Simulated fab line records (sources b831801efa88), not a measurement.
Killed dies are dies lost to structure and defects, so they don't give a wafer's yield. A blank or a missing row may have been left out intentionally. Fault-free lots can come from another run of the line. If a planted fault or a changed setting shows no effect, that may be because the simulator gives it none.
fab line records | flow sky130 | part 2 of 2: steps 27 to 38 of 38
record: lots: 5 | wafers: 15 | last-day: 49
route steps=708 shown VIA2@516 METAL3@532 CAPM@537
lots that met no fault: from a run of the same line without faults
start-h: hours from the record's first day to the start of the lot's first wafer shown | wait-h: hours elapsed since this lot's preceding step | " the same as in the row above | L1.1+2: several wafers, shown together as one row | - no value, or no start was given | * or withheld: withheld | < > ~ a bound
route shown NAME@n: names a module that has steps shown in the file, with the first one's number in the route | usual: mean and standard deviation over wafers with no fault | same: alike in all rows | chamber/n: place in a boat | sites: readings site by site | _std_site: the values' standard deviation | _edge_site: inner sites' mean taken away from outer sites' mean | radius-mm: how far each site lies from the wafer's centre | mask NAME#n: copy n | behind: tool/chamber where the wafer was last shaped | hold: cause of the lot's hold/its duration in hours/its outcome | device: the transistor (n, p or np) that didn't switch | end of line: the tests these same wafers got at the end of their route | where a step has no rows: the recipe by itself | killed: dies lost to structure and defects at the first sort, not the wafer's yield | map: the dies of a wafer, with x for killed, . for not killed, _ for no die there
set.NAME: the run value of the setting; set.NAME@STEP: its run value at that earlier step | model.NAME: the simulator's own value behind a step, which no gauge read
certain route steps with their lots: each step a table, each wafer a row
services: from which hour (start-h, from the record's first day; less than 0 if before it) a tool's chamber was out of use, for how many hours, and why
== steps ==
step: SKY_CAPM_DEHYDRATE_05
recipe: temp-c: 200 | time-s: 60
lot.wafer  | tool           | chamber | start-h | wait-h
L076.2+3+6 | litho-track-01 | 0       | 877.19  | 12.6
L081.1+4+5 | litho-track-03 | 0       | 918.58  | 11.7
L084.1+3+6 | litho-track-03 | 0       | 939.48  | 11.0
L085.1+5+6 | litho-track-04 | 0       | 948.30  | 12.2
L090.3+5+6 | litho-track-04 | 0       | 980.20  | 11.4
step: SKY_CAPM_HMDS_06
recipe: prime-time-s: 60 | prime-temp-c: 120
lot.wafer  | tool           | chamber | start-h | wait-h
L076.2+3+6 | litho-track-01 | 0       | 877.34  | 0.1
L081.1+4+5 | litho-track-03 | 0       | 918.73  | 0.1
L084.1+3+6 | litho-track-03 | 0       | 939.63  | 0.1
L085.1+5+6 | litho-track-04 | 0       | 948.45  | 0.1
L090.3+5+6 | litho-track-04 | 0       | 980.35  | 0.1
step: SKY_CAPM_COAT_07
recipe: resist: NOVOLAK | spin-rpm: 3000 | resist-thk-nm: 1140
lot.wafer  | tool           | chamber | start-h | wait-h
L076.2+3+6 | litho-track-01 | 0       | 877.49  | 0.1
L081.1+4+5 | litho-track-03 | 0       | 918.88  | 0.1
L084.1+3+6 | litho-track-03 | 0       | 939.78  | 0.1
L085.1+5+6 | litho-track-04 | 0       | 948.60  | 0.1
L090.3+5+6 | litho-track-04 | 0       | 980.50  | 0.1
step: SKY_CAPM_SOFTBAKE_08
recipe: temp-c: 90 | time-s: 60 | resist: NOVOLAK
lot.wafer  | tool           | chamber | start-h | wait-h
L076.2+3+6 | litho-track-01 | 0       | 877.64  | 0.1
L081.1+4+5 | litho-track-03 | 0       | 919.03  | 0.1
L084.1+3+6 | litho-track-03 | 0       | 939.93  | 0.1
L085.1+5+6 | litho-track-04 | 0       | 948.75  | 0.1
L090.3+5+6 | litho-track-04 | 0       | 980.65  | 0.1
step: SKY_CAPM_EXPOSE_09
recipe: mask-id: CAPM | na: 0.6 | source-shape: conventional | sigma-outer: 0.6 | polarization: unpolarized | target-cd-nm: 1000 | dose-mj: 159
usual: reticle-temp-C: 23.00/0.1
same: sigma-outer: 0.6
lot.wafer | tool             | chamber | start-h | wait-h | mask   | reticle-temp-C
L076.2    | iline-stepper-02 | 0       | -       | -      | CAPM#0 | 23.14
L076.3    | "                | 0       | "       | "      | CAPM#0 | 23.05
L076.6    | "                | 0       | "       | "      | CAPM#0 | 23.12
L081.1    | iline-stepper-01 | 0       | -       | -      | CAPM#0 | 23.06
L081.4    | "                | 0       | "       | "      | CAPM#0 | 23.02
L081.5    | "                | 0       | "       | "      | CAPM#0 | 23.03
L084.1    | iline-stepper-02 | 0       | -       | -      | CAPM#0 | 23.12
L084.3    | "                | 0       | "       | "      | CAPM#0 | 23.08
L084.6    | "                | 0       | "       | "      | CAPM#0 | 23.07
L085.1    | iline-stepper-01 | 0       | -       | -      | CAPM#0 | 23.14
L085.5    | "                | 0       | "       | "      | CAPM#0 | 23.11
L085.6    | "                | 0       | "       | "      | CAPM#0 | 23.20
L090.3    | iline-stepper-01 | 0       | -       | -      | CAPM#0 | 23.13
L090.5    | "                | 0       | "       | "      | CAPM#0 | 23.08
L090.6    | "                | 0       | "       | "      | CAPM#0 | 23.10
step: SKY_CAPM_PEB_10
recipe: temp-c: withheld | time-s: * | resist: NOVOLAK
lot.wafer  | tool           | chamber | start-h | wait-h
L076.2+3+6 | litho-track-04 | 0       | -       | -
L081.1+4+5 | litho-track-01 | 0       | -       | -
L084.1+3+6 | litho-track-03 | 0       | -       | -
L085.1+5+6 | litho-track-01 | 0       | -       | -
L090.3+5+6 | litho-track-04 | 0       | -       | -
step: SKY_CAPM_DEVELOP_11
recipe: resist: NOVOLAK | developer: TMAH | develop-time-s: 60 | dev-temp-c: 23.45
lot.wafer  | tool           | chamber | start-h | wait-h
L076.2+3+6 | litho-track-04 | 0       | 890.42  | 0.1
L081.1+4+5 | litho-track-01 | 0       | 931.31  | 0.1
L084.1+3+6 | litho-track-03 | 0       | 952.58  | 0.1
L085.1+5+6 | litho-track-01 | 0       | 960.41  | 0.1
L090.3+5+6 | litho-track-04 | 0       | 992.25  | 0.1
step: SKY_CAPM_OVL_MEAS_12
usual: CAPM_OVL: -0.6/1.5
lot.wafer | tool       | chamber | start-h | wait-h | CAPM_OVL[nm]
L076.2    | overlay-01 | -       | 890.55  | 0.1    | -0.5
L076.3    | "          | -       | "       | "      | 0.7
L076.6    | "          | -       | "       | "      | -0.5
L081.1    | overlay-01 | -       | 931.46  | 0.1    | -2.6
L081.4    | "          | -       | "       | "      | -2.9
L081.5    | "          | -       | "       | "      | -1.6
L084.1    | overlay-02 | -       | 952.73  | 0.1    | 1.7
L084.3    | "          | -       | "       | "      | 0.5
L084.6    | "          | -       | "       | "      | -0.3
L085.1    | overlay-02 | -       | 960.56  | 0.1    | 2.6
L085.5    | "          | -       | "       | "      | 1.5
L085.6    | "          | -       | "       | "      | 1.2
L090.3    | overlay-01 | -       | 992.36  | 0.1    | -2.8
L090.5    | "          | -       | "       | "      | -1.7
L090.6    | "          | -       | "       | "      | -1.2
step: SKY_CAPM_METAL_ETCH_13
recipe: target-depth-nm: 220 | stop-on: SiO2 | chemistry: Cl2/BCl3 | target: TiN | pressure-mtorr: 10 | icp-w: 900 | bias-w: 48.5 | Cl2_flow_sccm: 60 | bcl3-flow-sccm: 30 | time-s: 62.9
usual: drypump-motor-current-A: 5.4/0.4 | mfc-cl2-sccm: 59.97/0.18 | oes-product-au: 0.927/0.0068 | throttle-valve-pct: 21.911/0.0096
lot.wafer | tool         | chamber | start-h | wait-h | drypump-motor-current-A | mfc-cl2-sccm | oes-product-au | rf-hours-counter-h | throttle-valve-pct
L076.2    | rie-metal-03 | 1       | 890.58  | 0.0    | 5.1                     | 59.96        | 0.926          | 16                 | 21.919
L076.3    | "            | 1       | "       | "      | 5.1                     | 59.75        | 0.936          | -                  | 21.927
L076.6    | "            | 1       | "       | "      | 5.1                     | 59.91        | 0.917          | -                  | 21.913
L081.1    | rie-metal-03 | 0       | 931.50  | 0.0    | 5.7                     | 59.83        | 0.924          | 15                 | 21.903
L081.4    | "            | 1       | "       | "      | 5.1                     | 60.05        | 0.927          | -                  | 21.918
L081.5    | "            | 1       | "       | "      | 5.1                     | 59.98        | 0.920          | -                  | 21.902
L084.1    | rie-metal-02 | 0       | 952.76  | 0.0    | 5.6                     | 59.84        | 0.913          | 17                 | 21.925
L084.3    | "            | 1       | "       | "      | 4.8                     | 59.87        | 0.921          | -                  | 21.917
L084.6    | "            | 1       | "       | "      | 4.8                     | 59.83        | 0.915          | -                  | 21.916
L085.1    | rie-metal-02 | 0       | 960.60  | 0.0    | 5.5                     | 60.12        | 0.927          | 17                 | 21.936
L085.5    | "            | 1       | "       | "      | 4.8                     | 59.78        | 0.926          | -                  | 21.907
L085.6    | "            | 0       | "       | "      | 5.6                     | 60.26        | 0.931          | -                  | 21.904
L090.3    | rie-metal-02 | 0       | 992.41  | 0.0    | 5.5                     | 59.94        | 0.916          | -                  | 21.923
L090.5    | "            | 0       | "       | "      | 5.5                     | 59.91        | 0.929          | -                  | 21.910
L090.6    | "            | 1       | "       | "      | 4.8                     | 59.83        | 0.929          | -                  | 21.925
step: SKY_CAPM_STRIP_14
recipe: chemistry: O2/N2 | power-w: 1400 | pressure-mtorr: 1500 | platen-temp-c: withheld | o2-flow-sccm: 3000 | n2-flow-sccm: 300 | overash-fraction: 0.5
usual: drypump-motor-current-A: 5.72/0.17 | o2-flow-sccm: 3001/9.8 | oes-product-au: 0.710/0.0049 | strip-time-to-endpoint-s: 12.65/0.043
lot.wafer | tool            | chamber | start-h | wait-h | drypump-motor-current-A | o2-flow-sccm | oes-product-au | rf-hours-counter-h | strip-time-to-endpoint-s
L076.2    | plasma-asher-02 | 0       | 890.66  | 0.1    | 5.64                    | 3004         | 0.714          | 14                 | 12.62
L076.3    | "               | 1       | "       | "      | 5.52                    | 2996         | 0.711          | -                  | 12.65
L076.6    | "               | 0       | "       | "      | 5.65                    | 3016         | 0.713          | -                  | 12.62
L081.1    | plasma-asher-02 | 0       | 931.58  | 0.1    | 5.63                    | 3015         | 0.710          | 18                 | 12.67
L081.4    | "               | 0       | "       | "      | 5.64                    | 3001         | 0.708          | -                  | 12.62
L081.5    | "               | 0       | "       | "      | 5.64                    | 2999         | 0.700          | -                  | 12.62
L084.1    | plasma-asher-02 | 0       | 952.84  | 0.1    | 5.63                    | 2994         | 0.715          | 20                 | 12.66
L084.3    | "               | 1       | "       | "      | 5.52                    | 3006         | 0.714          | -                  | 12.66
L084.6    | "               | 1       | "       | "      | 5.52                    | 3000         | 0.715          | -                  | 12.68
L085.1    | plasma-asher-04 | 0       | 960.68  | 0.1    | 5.81                    | 2993         | 0.703          | 54                 | 12.60
L085.5    | "               | 1       | "       | "      | 5.73                    | 2994         | 0.711          | -                  | 12.58
L085.6    | "               | 0       | "       | "      | 5.79                    | 3003         | 0.706          | -                  | 12.59
L090.3    | plasma-asher-02 | 0       | 992.49  | 0.1    | 5.66                    | 2997         | 0.708          | -                  | 12.69
L090.5    | "               | 0       | "       | "      | 5.66                    | 2995         | 0.698          | -                  | 12.71
L090.6    | "               | 1       | "       | "      | 5.52                    | 2993         | 0.709          | -                  | 12.71
step: SKY_CAPM_STRIP_15
recipe: chemistry: post-etch-residue-remover | time-s: 1200 | temp-c: 72.5
lot.wafer  | tool         | chamber | start-h | wait-h
L076.2+3+6 | wet-bench-01 | 3       | 890.76  | 0.1
L081.1+4+5 | wet-bench-04 | 3       | 931.68  | 0.1
L084.1+3+6 | wet-bench-02 | 2       | 952.94  | 0.1
L085.1+5+6 | wet-bench-02 | 1       | 960.78  | 0.1
L090.3+5+6 | wet-bench-02 | 3       | 992.56  | 0.0
step: SKY_CAPM_CLEAN_16
recipe: chemistry: IPA | time-s: 180 | temp-c: 25
lot.wafer  | tool         | chamber | start-h | wait-h
L076.2+3+6 | wet-bench-04 | 0       | 891.13  | 0.0
L081.1+4+5 | wet-bench-02 | 3       | 932.02  | 0.0
L084.1+3+6 | wet-bench-01 | 1       | 953.31  | 0.0
L085.1+5+6 | wet-bench-04 | 1       | 961.12  | 0.0
L090.3+5+6 | wet-bench-01 | 3       | 992.90  | 0.0
== services ==
tool             | chamber | start-h | hours | kind
plasma-asher-02  | -       | 831.02  | 2.7   | repair
rie-diel-01      | 0       | 831.13  | 16.3  | repair
cmp-02           | -       | 841.06  | 1.4   | repair
krf-scanner-01   | -       | 845.89  | 0.2   | repair
krf-scanner-01   | -       | 847.48  | 7.7   | repair
rie-diel-04      | 1       | 857.28  | 132.0 | repair
plasma-asher-01  | -       | 869.28  | 0.9   | repair
cmp-02           | -       | 884.51  | 0.4   | repair
rie-diel-01      | 1       | 889.88  | 3.0   | repair
krf-scanner-01   | -       | 898.33  | 3.0   | pm
rie-diel-01      | -       | 901.19  | 2.8   | pm
rie-diel-01      | 1       | 930.33  | 10.4  | repair
iline-stepper-01 | -       | 938.97  | 1.7   | pm
rie-diel-01      | 2       | 941.44  | 3.8   | repair
krf-scanner-01   | -       | 950.25  | 1.0   | pm
krf-scanner-01   | -       | 951.49  | 0.8   | pm
krf-scanner-01   | -       | 953.52  | 0.7   | repair
pvd-sputter-03   | -       | 963.24  | 2.3   | repair
plasma-asher-01  | -       | 963.39  | 1.2   | repair
pvd-sputter-03   | -       | 963.60  | 0.6   | repair
plasma-asher-01  | -       | 971.42  | 11.7  | repair
cmp-02           | -       | 976.48  | 2.4   | repair
cmp-02           | -       | 989.76  | 1.4   | repair
wet-bench-04     | -       | 990.88  | 5.0   | repair
